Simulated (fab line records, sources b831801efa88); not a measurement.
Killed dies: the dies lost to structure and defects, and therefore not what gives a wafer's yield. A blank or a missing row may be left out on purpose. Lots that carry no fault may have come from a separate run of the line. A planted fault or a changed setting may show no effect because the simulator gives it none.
8D (eight disciplines) problem report, filled in by code -- flow sfqLine -- the parts of the form that need people (team, actions taken, sign-off) are left out

== 1. THE PROBLEM ==
Wafers without a fault read 0.685 a.u., standard deviation 0.0051; oesProductAu at SFQ_TRILAYER_M2_BARC_OPEN_METAL_ETCH_077 reads a mean of 0.748 a.u. on 3 wafers belonging to 2 lots. That puts it +12 standard deviations away from the usual mean.
The step: etches BARC in O2, target depth 125 nm, time 41.7 s.
First observed at day 34 09:55: wafer L682.5, on rieMetal-02. Wafers with a number at this step in the record: 42, from 14 lots. The rule behind "out" and "out of limits": a value lying over 4 standard deviations away from the usual mean. Any other wafer with a number is counted as sound.

== 2. WHAT IT IS AND WHAT IT IS NOT ==
question,is,is not
which readings at this step,"oesProductAu, runLengthS",drypumpMotorCurrentA
which lots,"L682, L683","L672, L673, L674, L677, L687, L689, L690, L691, L692, L693, L694, L695"
which wafers of those lots,"L682.5, L683.1, L683.5","L682.2, L682.6, L683.3"
read on which tools,rieMetal-02,"rieMetal-01, rieMetal-04"
when,from day 34 09:55,"up to then (14 sound wafers); but 25 sound wafers of L683, L687, L689, L690, L691, L692, L693, L694, L695 came after"

== 3. SUSPECTS, AND WHAT RULES EACH OUT ==
Counting: any tool at a process step up to the reading remains a suspect provided it ran every lot that is out. Sound lots after the first of them don't rule it out here, since some wafers of a struck lot are sound.
- rieMetal-02 at SFQ_TRILAYER_M2_BARC_OPEN_METAL_ETCH_077 (etches BARC in O2, target depth 125 nm, time 41.7 s): kept. It ran every lot that is out, first L682 (day 34 09:55); its last sound lot up to then is L673 (day 30 21:44). Its own readings are out on those wafers: oesProductAu, runLengthS.
- Within rieMetal-02 at SFQ_TRILAYER_M2_BARC_OPEN_METAL_ETCH_077: the wafers that are out ran in chamber 0; their sound lot-mates ran in chamber 1.
Remaining after the count: rieMetal-02 at SFQ_TRILAYER_M2_BARC_OPEN_METAL_ETCH_077.

== 4. THE CAUSE (what the simulator had put in) ==
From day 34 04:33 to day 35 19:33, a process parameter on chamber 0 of rieMetal-02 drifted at SFQ_TRILAYER_M2_BARC_OPEN_METAL_ETCH_077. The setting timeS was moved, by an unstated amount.
Counting left only this tool.

== 5. THE EFFECT CHAIN, in route order ==
Rows list readings where the struck wafers' mean (over those with a number) sits beyond 3 standard deviations from the usual. Only readings for which the record gives a usual standard deviation are gone through. hours: the time from each lot's start at the first step in this table that gives one to its start at this step, as a median over the lots. sigmas: the change in usual standard deviations.
hours,step,reading,usual,on struck wafers,change,sigmas
0,SFQ_TRILAYER_M2_BARC_OPEN_METAL_ETCH_077,oesProductAu,0.685 a.u.,0.748,+0.063,+12
0,SFQ_TRILAYER_M2_BARC_OPEN_METAL_ETCH_077,runLengthS,70.0 s,66.0,-4.0,-9.0
It contains these process steps:
- SFQ_TRILAYER_M2_BARC_OPEN_METAL_ETCH_077: etches BARC in O2, target depth 125 nm, time 41.7 s.

== 6. WHAT WOULD HAVE CAUGHT IT SOONER ==
In this record no reading fell out of limits until day 34 09:55, 5 hours after the fault had begun at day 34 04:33.
